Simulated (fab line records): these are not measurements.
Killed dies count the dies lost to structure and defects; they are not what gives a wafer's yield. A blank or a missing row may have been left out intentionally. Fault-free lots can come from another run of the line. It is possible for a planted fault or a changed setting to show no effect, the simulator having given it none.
fab line records	flow sky130
record lots=6	wafers=18	last_day=50
route steps=708 shown VT_ADJUST_LVTN@113 VT_ADJUST_NCORE@119 PAD_OPEN@708
lots that met no fault: taken from a fault-free run of the same line
start_h: hours from the record's opening day to when the first of the lot's shown wafers began	wait_h: hours elapsed since this lot's preceding step	" same as the row above	L1.1+2: a single row standing in for several wafers	- no value present, or no start provided	* or withheld: withheld	< > ~ a bound
route shown NAME@n: names a module that has steps shown in the file, with the first one's number in the route	usual: the fault-free wafers' mean and standard deviation	same: alike in all rows	chamber/n: place in a boat	sites: each site's reading	_std_site: the standard deviation of these	_edge_site: mean of outer sites minus mean of inner sites	radius_mm: for every site, how far away it sits from the centre of the wafer	mask NAME#n: copy n	behind: the most recent tool/chamber to have shaped the wafer	hold: why the lot went on hold/how many hours it stayed there/how the hold came to an end	device: names the non-switching transistor (n, p or np)	end of line: the tests these same wafers got at the end of their route	a step given without rows: its recipe and nothing more	killed: not the wafer's yield, but the dies lost to structure and defects at the first sort	map: a wafer's dies, marking killed ones x, the rest . and places with no die _
set.NAME: setting as actually run; set.NAME@STEP: the setting as run at that earlier step	model.NAME: the simulator's own value behind a step, which no gauge read
lots at selected steps of the route; one table per step, one row per wafer
services: when a tool's chamber went out of use (start_h, in hours from the record's first day, below 0 if earlier), for how many hours, and the reason
## steps
# step SKY_VT_ADJUST_LVTN_PEB_16
# recipe temp_c=withheld	time_s=*	resist=NOVOLAK
# step SKY_VT_ADJUST_LVTN_DEVELOP_17
# recipe resist=NOVOLAK	developer=TMAH	develop_time_s=60	dev_temp_c=23
# step SKY_VT_ADJUST_LVTN_OVL_MEAS_18
# usual VT_ADJUST_LVTN_01_OVL=-0.8/1.3
lot.wafer	tool	chamber	start_h	wait_h	VT_ADJUST_LVTN_01_OVL[nm]
L746.1	overlay-01	-	204.53	0.1	-1.6
L746.2	"	-	"	"	0.3
L746.6	"	-	"	"	-2.5
L750.1	overlay-01	-	228.14	0.1	-1.2
L750.2	"	-	"	"	-2.0
L750.4	"	-	"	"	-1.1
L751.3	overlay-02	-	235.99	0.1	0.2
L751.5	"	-	"	"	-0.5
L751.6	"	-	"	"	0.8
L753.4	overlay-02	-	249.30	0.1	-0.2
L753.5	"	-	"	"	0.5
L753.6	"	-	"	"	-1.1
L760.4	overlay-02	-	296.11	0.1	0.2
L760.5	"	-	"	"	1.7
L760.6	"	-	"	"	-1.7
L761.1	overlay-02	-	303.04	0.1	-0.1
L761.2	"	-	"	"	-1.8
L761.6	"	-	"	"	-1.3
# step SKY_VT_ADJUST_LVTN_IMPLANT_19
# recipe species=B	energy_kev=30	dose_cm2=6.5e+11	tilt_deg=withheld
# step SKY_VT_ADJUST_LVTN_STRIP_20
# recipe chemistry=O2/N2	power_w=1400	pressure_mtorr=1500	platen_temp_c=withheld	o2_flow_sccm=3000	n2_flow_sccm=300	overash_fraction=0.5
# usual drypump_motor_current_A=5.9/0.4	oes_product_au=0.716/0.0049	strip_time_to_endpoint_s=14.17/0.032
lot.wafer	tool	chamber	start_h	wait_h	drypump_motor_current_A	oes_product_au	rf_hours_counter_h	strip_time_to_endpoint_s
L746.1	plasma_asher-01	1	204.72	0.1	5.6	0.709	36	14.14
L746.2	"	0	"	"	6.0	0.719	36	14.13
L746.6	"	1	"	"	5.6	0.720	-	14.18
L750.1	plasma_asher-01	1	228.32	0.1	5.6	0.720	38	14.19
L750.2	"	0	"	"	6.0	0.711	38	14.22
L750.4	"	1	"	"	5.6	0.720	-	14.18
L751.3	plasma_asher-02	0	236.20	0.1	5.5	0.716	-	14.17
L751.5	"	1	"	"	6.0	0.708	-	14.18
L751.6	"	0	"	"	5.5	0.719	-	14.19
L753.4	plasma_asher-04	1	249.50	0.1	6.7	0.718	-	14.18
L753.5	"	1	"	"	6.7	0.725	-	14.18
L753.6	"	0	"	"	5.4	0.717	-	14.18
L760.4	plasma_asher-04	1	296.31	0.1	6.7	0.717	-	14.17
L760.5	"	1	"	"	6.7	0.716	-	14.16
L760.6	"	0	"	"	5.3	0.707	-	14.11
L761.1	plasma_asher-01	1	303.22	0.1	5.6	0.711	46	14.20
L761.2	"	0	"	"	5.9	0.720	46	14.22
L761.6	"	0	"	"	5.9	0.718	-	14.19
# step SKY_VT_ADJUST_LVTN_TW_MEAS_21
# usual VT_ADJUST_LVTN_2_TW=187.3/1.2
lot.wafer	tool	chamber	start_h	wait_h	VT_ADJUST_LVTN_2_TW
L746.1	film_metro-02	-	204.82	0.1	188.3
L746.2	"	-	"	"	187.0
L746.6	"	-	"	"	187.7
L750.1	film_metro-02	-	228.42	0.1	187.2
L750.2	"	-	"	"	186.8
L750.4	"	-	"	"	187.7
L751.3	film_metro-02	-	236.29	0.1	186.9
L751.5	"	-	"	"	186.1
L751.6	"	-	"	"	186.1
L753.4	film_metro-02	-	249.60	0.1	186.8
L753.5	"	-	"	"	187.0
L753.6	"	-	"	"	187.8
L760.4	film_metro-04	-	296.41	0.1	185.2
L760.5	"	-	"	"	184.5
L760.6	"	-	"	"	184.5
L761.1	film_metro-02	-	303.32	0.1	186.9
L761.2	"	-	"	"	186.8
L761.6	"	-	"	"	187.0
# step SKY_VT_ADJUST_NCORE_DEHYDRATE_00
# recipe temp_c=200	time_s=60
# step SKY_VT_ADJUST_NCORE_HMDS_01
# recipe prime_time_s=60	prime_temp_c=120
# step SKY_VT_ADJUST_NCORE_COAT_02
# recipe resist=NOVOLAK	spin_rpm=3000	resist_thk_nm=1140
# step SKY_VT_ADJUST_NCORE_SOFTBAKE_03
# recipe temp_c=90	time_s=60	resist=NOVOLAK
# step SKY_VT_ADJUST_NCORE_EXPOSE_04
# recipe mask_id=LVTN_COMPLEMENT_THIN	na=0.6	source_shape=conventional	sigma_outer=0.6	polarization=unpolarized	target_cd_nm=380	dose_mj=139
# step SKY_VT_ADJUST_NCORE_PEB_05
# recipe temp_c=withheld	time_s=*	resist=NOVOLAK
# step SKY_VT_ADJUST_NCORE_DEVELOP_06
# recipe resist=NOVOLAK	developer=TMAH	develop_time_s=60	dev_temp_c=23
lot.wafer	tool	chamber	start_h	wait_h
L746.1+2+6	litho_track-03	0	226.73	0.1
L750.1+2+4	litho_track-01	0	250.78	0.1
L751.3+5+6	litho_track-01	0	258.98	0.1
L753.4+5+6	litho_track-03	0	273.61	0.1
L760.4+5+6	litho_track-02	0	321.72	0.1
L761.1+2+6	litho_track-01	0	328.78	0.1
# step SKY_VT_ADJUST_NCORE_CD_MEAS_07
# recipe target_cd_nm=380
# usual cd_nm=379.5/2
lot.wafer	tool	chamber	start_h	wait_h	cd_nm
L746.1	cd_sem-02	-	226.88	0.1	379.8
L746.2	"	-	"	"	378.9
L746.6	"	-	"	"	379.6
L750.1	cd_sem-02	-	250.93	0.1	389.1
L750.2	"	-	"	"	388.1
L750.4	"	-	"	"	388.9
L751.3	cd_sem-02	-	259.12	0.1	392.2
L751.5	"	-	"	"	394.4
L751.6	"	-	"	"	394.9
L753.4	cd_sem-02	-	273.74	0.1	378.8
L753.5	"	-	"	"	382.4
L753.6	"	-	"	"	380.7
L760.4	cd_sem-02	-	321.85	0.1	380.3
L760.5	"	-	"	"	378.8
L760.6	"	-	"	"	381.4
L761.1	cd_sem-02	-	328.95	0.1	381.1
L761.2	"	-	"	"	380.5
L761.6	"	-	"	"	379.8
# step SKY_VT_ADJUST_NCORE_OVL_MEAS_08
# usual VT_ADJUST_NCORE_OVL=0.1/1.6
lot.wafer	tool	chamber	start_h	wait_h	VT_ADJUST_NCORE_OVL[nm]
L746.1	overlay-01	-	227.00	0.1	-2.2
L746.2	"	-	"	"	-1.1
L746.6	"	-	"	"	0.2
L750.1	overlay-02	-	251.05	0.1	1.1
L750.2	"	-	"	"	0.0
L750.4	"	-	"	"	0.1
L751.3	overlay-02	-	259.22	0.1	0.5
L751.5	"	-	"	"	-1.1
L751.6	"	-	"	"	-0.5
L753.4	overlay-01	-	273.82	0.1	0.7
L753.5	"	-	"	"	0.2
L753.6	"	-	"	"	-0.5
L760.4	overlay-02	-	321.93	0.1	-1.1
L760.5	"	-	"	"	-0.1
L760.6	"	-	"	"	-2.2
L761.1	overlay-02	-	329.07	0.1	0.2
L761.2	"	-	"	"	1.4
L761.6	"	-	"	"	-1.0
# step SKY_PAD_OPEN_PROBE_99
# usual killed_at_M0_to_M3=45/6.8	killed_at_M4_up=3.0/1.7	killed_at_contacts=25/5.7	killed_at_front_end=15/4.6	killed_at_other=0.3/0.66	killed_dies=88/9.5	killed_on_rim=17/3.6	killed_open=48/7.3	killed_short=39/6.5
# same gross_dies=492	killed_at_back_side=0
lot.wafer	tool	chamber	start_h	wait_h	killed_at_M0_to_M3	killed_at_M4_up	killed_at_contacts	killed_at_front_end	killed_at_other	killed_dies	killed_on_rim	killed_open	killed_short
L746.1	prober-02	-	1112.06	0.1	43	6	27	17	0	93	13	54	39
L746.2	prober-02	-	1112.11	0.1	57	2	26	20	0	105	20	58	47
L746.6	prober-02	-	1112.31	0.2	38	1	30	14	0	83	15	39	44
L750.1	prober-02	-	1133.27	0.1	48	2	22	12	0	84	18	48	36
L750.2	prober-02	-	1133.32	0.1	37	5	30	12	0	84	24	45	38
L750.4	prober-02	-	1133.42	0.2	38	3	26	15	0	82	16	43	38
L751.3	prober-01	-	1139.55	0.2	44	3	26	23	0	96	21	51	45
L751.5	prober-01	-	1139.65	0.2	44	5	25	12	1	87	15	56	31
L751.6	prober-01	-	1139.70	0.2	49	3	29	16	1	98	21	56	42
L753.4	prober-01	-	1151.45	0.2	40	4	26	19	0	89	18	52	37
L753.5	prober-01	-	1151.50	0.2	31	2	36	15	0	84	19	51	33
L753.6	prober-01	-	1151.55	0.2	44	5	36	18	0	103	19	50	53
L760.4	prober-02	-	1186.06	0.2	43	3	25	13	0	84	16	50	34
L760.5	prober-02	-	1186.11	0.2	50	3	33	12	0	98	23	59	37
L760.6	prober-02	-	1186.16	0.2	38	1	37	7	0	83	11	51	31
L761.1	prober-01	-	1190.90	0.1	47	4	35	16	0	102	22	59	43
L761.2	prober-01	-	1190.95	0.1	53	4	23	13	0	93	15	60	33
L761.6	prober-01	-	1191.15	0.2	58	3	19	20	1	101	23	58	43
# killed by level:class
L746.1 CONTACT:geometric_particle:open=14 VIA2:geometric_particle:open=9 METAL1:geometric_particle:short=8 LI_CONTACT:geometric_particle:open=5 VIA1:geometric_particle:open=5 POLY_GATE:geometric_particle:short=4 POLY_GATE:geometric_particle:open=4 LI_CONTACT:geometric_particle:short=4
L746.2 VIA1:geometric_particle:open=13 CONTACT:geometric_particle:open=11 VIA2:geometric_particle:open=9 VIA3:geometric_particle:open=7 FIELD_ISO:geometric_particle:open=6 LI_CONTACT:geometric_particle:open=6 VIA1:geometric_particle:short=6 FIELD_ISO:geometric_particle:short=5
L746.6 VIA1:geometric_particle:open=9 CONTACT:geometric_particle:short=7 VIA1:geometric_particle:short=6 LI_CONTACT:geometric_particle:short=6 LI_CONTACT:geometric_particle:open=6 LOCAL_INTERCONNECT:geometric_particle:short=6 VIA2:geometric_particle:open=6 CONTACT:geometric_particle:open=5
L750.1 VIA1:geometric_particle:open=11 CONTACT:geometric_particle:open=9 VIA3:geometric_particle:open=8 VIA2:geometric_particle:open=7 LI_CONTACT:geometric_particle:open=6 METAL2:geometric_particle:short=6 VIA1:geometric_particle:short=5 METAL3:geometric_particle:short=4
L750.2 CONTACT:geometric_particle:open=10 LI_CONTACT:geometric_particle:open=7 VIA1:geometric_particle:open=7 VIA2:geometric_particle:open=6 LOCAL_INTERCONNECT:geometric_particle:short=5 FIELD_ISO:geometric_particle:short=4 LI_CONTACT:geometric_particle:short=4 METAL1:geometric_particle:short=4
L750.4 CONTACT:geometric_particle:open=12 METAL1:geometric_particle:short=10 VIA3:geometric_particle:open=8 LI_CONTACT:geometric_particle:open=6 VIA1:geometric_particle:short=6 FIELD_ISO:geometric_particle:open=4 POLY_GATE:geometric_particle:short=4 LOCAL_INTERCONNECT:geometric_particle:short=4
L751.3 LI_CONTACT:geometric_particle:open=9 VIA1:geometric_particle:open=9 POLY_GATE:geometric_particle:short=6 CONTACT:geometric_particle:open=6 VIA2:geometric_particle:open=6 FIELD_ISO:geometric_particle:open=5 POLY_GATE:geometric_particle:open=5 CONTACT:geometric_particle:short=5
L751.5 VIA1:geometric_particle:open=15 CONTACT:geometric_particle:open=13 VIA3:geometric_particle:open=7 CONTACT:geometric_particle:short=6 LI_CONTACT:geometric_particle:open=5 METAL1:geometric_particle:short=5 VIA2:geometric_particle:open=5 POLY_GATE:geometric_particle:short=4
L751.6 VIA2:geometric_particle:open=10 CONTACT:geometric_particle:open=10 CONTACT:geometric_particle:short=8 LI_CONTACT:geometric_particle:open=7 VIA1:geometric_particle:open=7 METAL1:geometric_particle:short=6 METAL2:geometric_particle:short=6 VIA2:geometric_particle:short=6
L753.4 CONTACT:geometric_particle:open=14 FIELD_ISO:geometric_particle:open=9 VIA2:geometric_particle:open=7 FIELD_ISO:geometric_particle:short=5 METAL1:geometric_particle:short=5 VIA1:geometric_particle:short=5 METAL2:geometric_particle:short=5 VIA3:geometric_particle:open=5
L753.5 LI_CONTACT:geometric_particle:open=9 CONTACT:geometric_particle:open=9 VIA1:geometric_particle:open=7 VIA2:geometric_particle:open=7 CONTACT:geometric_particle:short=6 LOCAL_INTERCONNECT:geometric_particle:open=5 LOCAL_INTERCONNECT:geometric_particle:short=5 METAL2:geometric_particle:short=5
L753.6 CONTACT:geometric_particle:open=10 LI_CONTACT:geometric_particle:open=9 FIELD_ISO:geometric_particle:short=8 LOCAL_INTERCONNECT:geometric_particle:short=7 VIA1:geometric_particle:open=7 CONTACT:geometric_particle:short=6 METAL1:geometric_particle:short=6 VIA2:geometric_particle:open=6
L760.4 CONTACT:geometric_particle:open=13 VIA1:geometric_particle:open=10 METAL1:geometric_particle:short=6 CONTACT:geometric_particle:short=5 VIA3:geometric_particle:open=5 LI_CONTACT:geometric_particle:open=4 VIA2:geometric_particle:open=4 POLY_GATE:geometric_particle:short=3
L760.5 CONTACT:geometric_particle:open=12 VIA1:geometric_particle:open=12 LI_CONTACT:geometric_particle:open=10 VIA2:geometric_particle:open=9 VIA2:geometric_particle:short=6 CONTACT:geometric_particle:short=4 VIA1:geometric_particle:short=4 METAL2:geometric_particle:short=4
L760.6 CONTACT:geometric_particle:open=15 VIA1:geometric_particle:open=9 CONTACT:geometric_particle:short=9 LI_CONTACT:geometric_particle:open=7 VIA3:geometric_particle:open=7 LOCAL_INTERCONNECT:geometric_particle:short=5 VIA2:geometric_particle:open=5 METAL2:geometric_particle:open=3
L761.1 VIA1:geometric_particle:open=16 CONTACT:geometric_particle:open=14 VIA1:geometric_particle:short=7 FIELD_ISO:geometric_particle:open=6 LI_CONTACT:geometric_particle:open=6 CONTACT:geometric_particle:short=6 VIA3:geometric_particle:open=6 LOCAL_INTERCONNECT:geometric_particle:short=5
L761.2 VIA1:geometric_particle:open=18 CONTACT:geometric_particle:open=12 VIA3:geometric_particle:open=8 METAL2:geometric_particle:short=7 METAL1:geometric_particle:short=6 VIA1:geometric_particle:short=6 LI_CONTACT:geometric_particle:open=5 FIELD_ISO:geometric_particle:open=4
L761.6 VIA1:geometric_particle:open=16 VIA1:geometric_particle:short=10 CONTACT:geometric_particle:open=9 VIA3:geometric_particle:open=8 METAL2:geometric_particle:short=6 POLY_GATE:geometric_particle:open=6 VIA2:geometric_particle:open=6 POLY_GATE:geometric_particle:short=5
## services
tool	chamber	start_h	hours	kind
plasma_asher-04	-	238.54	0.3	repair
plasma_asher-04	-	266.28	10.0	repair
## key
first_sign step=SKY_VT_ADJUST_NCORE_CD_MEAS_07	reading=cd_nm	direction=up	sigmas=6	usual=379.5	struck=391.3
effect none on later readings
met_at SKY_VT_ADJUST_NCORE_DEVELOP_06
struck_wafers L750.1,L750.2,L750.4,L751.3,L751.5,L751.6
tester_left_out L750,L751
fault kind=process_parameter_drift	tool=litho_track-01	chamber=-	onset_h=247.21	steps=SKY_VT_ADJUST_NCORE_DEVELOP_06	channel=develop_time_s	offset=*	shape=step	end_h=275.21	acts_in=*	stated=*
# tester_left_out: of these lots the tester's yield and bins aren't shown, on N5 and GAA mostly nor the transistor test; their killed dies are dies lost to structure and defects alone, not to doping, threshold or leakage, so they don't give the yield
